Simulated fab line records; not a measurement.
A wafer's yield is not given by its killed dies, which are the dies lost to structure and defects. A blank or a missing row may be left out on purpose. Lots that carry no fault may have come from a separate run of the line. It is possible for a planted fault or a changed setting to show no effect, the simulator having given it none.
Which tool did it? || flow sky130 || 7 lots, 21 wafers sampled, at 2 steps of a route of 708

## WHAT THE GAUGES SHOWED, per wafer
SKY_VT_ADJUST_HVTP_TW_MEAS_11.
{"lot": "L968", "measured": "day 7 03:37", "on": "film_metro-01", "VT_ADJUST_HVTP_TW": "1344 1332 1339"}
{"lot": "L974", "measured": "day 8 08:05", "on": "film_metro-03", "VT_ADJUST_HVTP_TW": "1352 1355 1343"}
{"lot": "L975", "measured": "day 8 17:32", "on": "film_metro-01", "VT_ADJUST_HVTP_TW": "1336 1341 1342"}
{"lot": "L977", "measured": "day 9 11:40", "on": "film_metro-01", "VT_ADJUST_HVTP_TW": "1338 1352 1343"}
{"lot": "L982", "measured": "day 10 16:16", "on": "film_metro-01", "VT_ADJUST_HVTP_TW": "1343 1356 1336"}
{"lot": "L984", "measured": "day 11 14:15", "on": "film_metro-01", "VT_ADJUST_HVTP_TW": "1336 1344 1339"}
{"lot": "L986", "measured": "day 11 20:11", "on": "film_metro-03", "VT_ADJUST_HVTP_TW": "1350 1361 1356"}

## EACH LOT AND THE TOOL THAT RAN IT (in order: tool; ch and the chambers of the sampled wafers; start)
{"lot": "L968", "SKY_PWDE_DEVELOP_06": "litho_track-04 ch 0, day 4 18:00"}
{"lot": "L974", "SKY_PWDE_DEVELOP_06": "litho_track-04 ch 0, day 5 19:00"}
{"lot": "L975", "SKY_PWDE_DEVELOP_06": "litho_track-01, day 6 03:00"}
{"lot": "L977", "SKY_PWDE_DEVELOP_06": "litho_track-04, day 6 19:00"}
{"lot": "L982", "SKY_PWDE_DEVELOP_06": "litho_track-03 ch 0, day 7 19:00"}
{"lot": "L984", "SKY_PWDE_DEVELOP_06": "litho_track-03 ch 0, day 8 14:00"}
{"lot": "L986", "SKY_PWDE_DEVELOP_06": "litho_track-04 ch 0, day 8 19:00"}
- SKY_PWDE_DEVELOP_06: develop time 60 s.

## THE ANSWER, worked out from the rows above alone
Rule: the lots themselves supply what counts as usual. Put in order of their means at a reading, lots are off if they are a third of the lots or fewer, leave a main group of 4 or more, and stand apart from it by a gap of 3 or more times the standard deviation of the main group's means; of several such gaps the widest counts. A main group is skipped when, at the precision printed for the reading in the tables above, its means are all equal. A lot without any number at a reading at which 4 lots or more have one is off too. The other lots that the step has rows for count as sound.
No lot is off at any reading shown: from this, nothing can be told.

## WHAT WAS PUT IN BY THE SIMULATOR
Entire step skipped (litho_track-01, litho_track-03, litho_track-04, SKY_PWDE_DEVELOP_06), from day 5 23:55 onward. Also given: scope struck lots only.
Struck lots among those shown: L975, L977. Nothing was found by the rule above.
